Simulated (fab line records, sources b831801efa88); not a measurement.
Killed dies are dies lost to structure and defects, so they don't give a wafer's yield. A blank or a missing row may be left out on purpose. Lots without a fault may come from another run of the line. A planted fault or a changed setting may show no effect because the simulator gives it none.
Which tool did it? | flow sky130 | 14 lots, 42 wafers sampled, at 5 steps of a route of 708

WHAT THE GAUGES READ, wafer by wafer
SKY_LDD_P_CD_MEAS_07: target cd 380 nm.
lot  | measured     | on        | cd_nm (nm)
L205 | day 19 07:47 | cd_sem-01 | 380.0 381.4 378.0
L206 | day 19 16:13 | cd_sem-02 | 379.9 378.7 381.4
L208 | day 20 12:59 | cd_sem-02 | 383.1 383.1 380.1
L209 | day 20 16:37 | cd_sem-02 | 377.2 379.1 376.4
L210 | day 21 18:13 | cd_sem-02 | 376.9 375.5 378.1
L211 | day 21 23:35 | cd_sem-02 | 382.8 384.1 382.0
L213 | day 22 19:40 | cd_sem-01 | 299.3 299.3 301.0
L214 | day 23 02:08 | cd_sem-02 | 298.3 298.6 297.2
L221 | day 25 09:53 | cd_sem-02 | 385.3 383.1 381.8
L222 | day 25 16:27 | cd_sem-02 | 384.3 381.5 380.9
L223 | day 26 11:47 | cd_sem-01 | 380.3 377.3 379.7
L225 | day 26 16:42 | cd_sem-02 | 381.2 383.1 384.3
L226 | day 26 19:43 | cd_sem-01 | 379.9 379.2 383.1
L227 | day 27 19:47 | cd_sem-02 | 375.5 377.9 375.2

SKY_LDD_P_TW_MEAS_11.
lot  | measured     | on            | LDD_P_TW
L205 | day 19 08:11 | film_metro-01 | 627 626 626
L206 | day 19 16:37 | film_metro-04 | 628 629 631
L208 | day 20 13:23 | film_metro-01 | 625 625 628
L209 | day 20 17:01 | film_metro-01 | 627 625 627
L210 | day 21 18:37 | film_metro-01 | 629 629 628
L211 | day 21 23:59 | film_metro-04 | 629 622 621
L213 | day 22 20:04 | film_metro-04 | 620 620 620
L214 | day 23 02:32 | film_metro-01 | 627 627 627
L221 | day 25 10:17 | film_metro-01 | 623 625 627
L222 | day 25 16:52 | film_metro-01 | 629 624 626
L223 | day 26 12:11 | film_metro-01 | 624 627 627
L225 | day 26 17:06 | film_metro-04 | 627 629 628
L226 | day 26 20:07 | film_metro-04 | 625 628 626
L227 | day 27 20:11 | film_metro-01 | 632 628 629

SKY_LDD_HVN_TW_MEAS_10.
lot  | measured     | on            | LDD_HVN_TW
L205 | day 20 15:55 | film_metro-04 | 1407 1409 1414
L206 | day 20 23:01 | film_metro-03 | 1438 1454 1449
L208 | day 21 20:07 | film_metro-02 | 1444 1442 1443
L209 | day 22 00:04 | film_metro-03 | 1451 1448 1453
L210 | day 23 01:44 | film_metro-03 | 1442 1438 1438
L211 | day 23 07:28 | film_metro-02 | 1447 1449 1455
L213 | day 24 02:29 | film_metro-03 | 1443 1456 1448
L214 | day 24 08:22 | film_metro-03 | 1449 1442 1454
L221 | day 26 15:04 | film_metro-02 | 1455 1450 1452
L222 | day 26 22:28 | film_metro-02 | 1448 1451 1448
L223 | day 27 17:10 | film_metro-04 | 1405 1413 1427
L225 | day 27 21:56 | film_metro-04 | 1414 1417 1408
L226 | day 28 00:41 | film_metro-04 | 1411 1413 1414
L227 | day 29 00:04 | film_metro-04 | 1425 1424 1427

SKY_LDD_LDN_OVL_MEAS_07.
lot  | measured     | on         | LDD_LDN_OVL (nm)
L205 | day 23 04:32 | overlay-01 | 0.1 -1.2 0.7
L206 | day 23 12:29 | overlay-02 | 0.6 1.5 -0.8
L208 | day 24 08:50 | overlay-02 | -0.6 -1.7 -3.5
L209 | day 24 12:48 | overlay-01 | 0.2 -1.1 -1.0
L210 | day 25 14:20 | overlay-01 | 1.3 2.2 1.7
L211 | day 25 18:29 | overlay-01 | -1.4 -1.0 1.0
L213 | day 26 12:06 | overlay-02 | 1.0 0.1 -1.1
L214 | day 26 18:53 | overlay-02 | 1.1 0.4 -0.7
L221 | day 28 23:29 | overlay-01 | -1.1 0.8 -0.2
L222 | day 29 06:38 | overlay-01 | -0.4 0.3 1.6
L223 | day 30 00:53 | overlay-01 | 2.0 1.6 0.3
L225 | day 30 04:53 | overlay-02 | 0.6 0.1 0.0
L226 | day 30 08:18 | overlay-02 | -3.1 -1.2 -0.5
L227 | day 31 05:59 | overlay-02 | 0.0 2.2 2.2

WHICH TOOL RAN EACH LOT (tool, then ch and the chambers of the sampled wafers, then the start)
lot  | SKY_LDD_P_DEVELOP_06
L205 | litho_track-01 ch 0, day 19 07:38
L206 | litho_track-04 ch 0, day 19 16:04
L208 | litho_track-01 ch 0, day 20 12:50
L209 | litho_track-02 ch 0, day 20 16:29
L210 | litho_track-01 ch 0, day 21 18:05
L211 | litho_track-01 ch 0, day 21 23:26
L213 | litho_track-01 ch 0, day 22 19:32
L214 | litho_track-01 ch 0, day 23 01:59
L221 | litho_track-01 ch 0, day 25 09:44
L222 | litho_track-04 ch 0, day 25 16:16
L223 | litho_track-01 ch 0, day 26 11:38
L225 | litho_track-02 ch 0, day 26 16:34
L226 | litho_track-01 ch 0, day 26 19:35
L227 | litho_track-02 ch 0, day 27 19:38
- SKY_LDD_P_DEVELOP_06: develop time 60 s.

WHAT THE TOOLS THEMSELVES READ (means of the sampled wafers that have a number; where no wafer has one, the mark that the record gives instead)
The record holds no such reading with a usual standard deviation.

THE ANSWER, worked out from the rows above alone
Rule: what is usual is taken from the lots themselves. Put in order of their means at a reading, lots are off if they are a third of the lots or fewer, leave a main group of 4 or more, and stand apart from it by a gap of 3 or more times the standard deviation of the main group's means; of several such gaps the widest counts. A main group whose means are all the same, to the digits that the tables above print for the reading, isn't used. A lot without any number at a reading at which 4 lots or more have one is off too. The other lots that the step has rows for count as sound. The gauges are gone through in route order, then the tools' own readings, and for those a lot's mean is taken as printed above. The first step at which some lot is off is used, and at that step the reading that is off furthest; a lot without a number counts as furthest.
Off: L213, L214, at SKY_LDD_P_CD_MEAS_07 (cd_nm). The main group: mean 380.3 nm, standard deviation 2.4.
A tool fits if, at a process step before that reading, it ran every lot that is off, and no sound lot after the first of them. The gauges at SKY_LDD_P_CD_MEAS_07 are tried like those tools. None of those tried fits.

WHAT THE SIMULATOR HAD PUT IN
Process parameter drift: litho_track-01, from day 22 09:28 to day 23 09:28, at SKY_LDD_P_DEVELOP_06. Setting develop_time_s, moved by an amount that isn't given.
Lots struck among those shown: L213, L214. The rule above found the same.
